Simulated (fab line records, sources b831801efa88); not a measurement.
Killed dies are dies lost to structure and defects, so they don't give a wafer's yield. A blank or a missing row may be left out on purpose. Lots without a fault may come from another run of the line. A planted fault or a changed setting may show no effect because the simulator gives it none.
A struck lot beside a sound one | flow gf180mcu | 15 steps out of a route of 602
Sound: wafers L162.3, L162.5, L162.6. Struck: wafer L169.5. (L169.2, L169.4 of the same lot were not struck and are left out.) The cause comes at the end.
At each step with rows: each side's tool, then ch and its chambers, then its first start. Under that, the readings that differ: sound wafers | struck wafers | difference of the means | sigmas: that difference in standard deviations of wafers without a fault.
alike: readings whose means differ by less than 2 such deviations, and words and numbers that are the same on both sides. not compared: withheld readings, readings that some wafer has no value for, bounds like >300 that may hide the same value, and numbers for which the record gives no deviation and whose values overlap.
The two part at a step that has a row with sigmas, a row that says differs or no value, or rows on one side only. Numbers that don't overlap but have no deviation are shown without sigmas and don't part them. A reading that every wafer of one side lacks parts them only if that side has two wafers or more.

GF_V4_SPUTTER_22: material TiN, target thk 10 nm, time 40 s.
  sound on pvd_sputter-04, day 27 11:08; struck on pvd_sputter-02, day 29 15:58
  reading                | sound          | struck | difference | sigmas
  throttle_valve_pct (%) | 28.5 29.7 28.6 | 31.5   | +2.6       | +2
then, 1 step without rows for these wafers: GF_V4_CVD_23 (deposits W, target thk 350 nm, time 104.9 s).
GF_V4_RS_MEAS_24: measures by four-point-probe.
  sound on film_metro-03, day 27 11:19; struck on film_metro-03, day 29 16:08
  alike: V4_W_RS
GF_V4_THK_MEAS_25: measures by xrf.
  sound on film_metro-03, day 27 11:25; struck on film_metro-03, day 29 16:15
  alike: V4_W_THK
then, 1 step without rows for these wafers: GF_V4_CMP_26 (polishes, stops on SiO2, t overpolish 15 s, target thk 0 nm).
GF_MIM_SPUTTER_00: material Ti, target thk 37.5 nm, time 150 s.
  sound on pvd_sputter-03, day 27 11:46; struck on pvd_sputter-03, day 29 17:01
  alike: throttle_valve_pct
GF_MIM_SPUTTER_01: material TiN, target thk 30 nm, time 25 s.
  sound on pvd_sputter-03, day 27 11:52; struck on pvd_sputter-03, day 29 17:07
  alike: throttle_valve_pct
then, 1 step without rows for these wafers: GF_MIM_SPUTTER_02 (material AlCu, target thk 450 nm, time 23.9 s).
GF_MIM_SPUTTER_03: material Ti, target thk 10 nm, time 6.7 s.
  sound on pvd_sputter-03, day 27 11:55; struck on pvd_sputter-03, day 29 17:11
  alike: throttle_valve_pct
then, 1 step without rows for these wafers: GF_MIM_SPUTTER_04 (material TiN, target thk 50 nm, time 41.7 s).
GF_MIM_CVD_05: deposits Si3N4, target thk 42 nm, time 29.086 s.
  sound on pecvd-01 ch 0,1, day 27 11:59; struck on pecvd-02 ch 0, day 29 17:14
  alike: heater_power_w
GF_MIM_THK_MEAS_06:
  sound on film_metro-01, day 27 12:02; struck on film_metro-03, day 29 17:17
  alike: MIM_CVD_05_THK
GF_MIM_SPUTTER_07: material TiN, target thk 60 nm, time 50 s.
  sound on pvd_sputter-01, day 27 12:04; struck on pvd_sputter-01, day 29 17:20
  reading                                 | sound             | struck | difference | sigmas
  model.TiN_of_MIM_SPUTTER_07.thk_nm (nm) | 60.35 60.06 60.19 | 65.95  | +5.75      |
  alike: throttle_valve_pct
then, 2 steps without rows for these wafers: GF_MIM_SPUTTER_08 (material AlCu, target thk 200 nm, time 10.6 s); GF_PASSIVATION_PROBE_99.

WHERE THEY PART
Only at GF_V4_SPUTTER_22, within this record. Later steps at which nothing parts them and some readings are alike: GF_V4_RS_MEAS_24, GF_V4_THK_MEAS_25, GF_MIM_SPUTTER_00, GF_MIM_SPUTTER_01, GF_MIM_SPUTTER_03, GF_MIM_CVD_05, GF_MIM_THK_MEAS_06, GF_MIM_SPUTTER_07.

WHY: what the simulator had put in
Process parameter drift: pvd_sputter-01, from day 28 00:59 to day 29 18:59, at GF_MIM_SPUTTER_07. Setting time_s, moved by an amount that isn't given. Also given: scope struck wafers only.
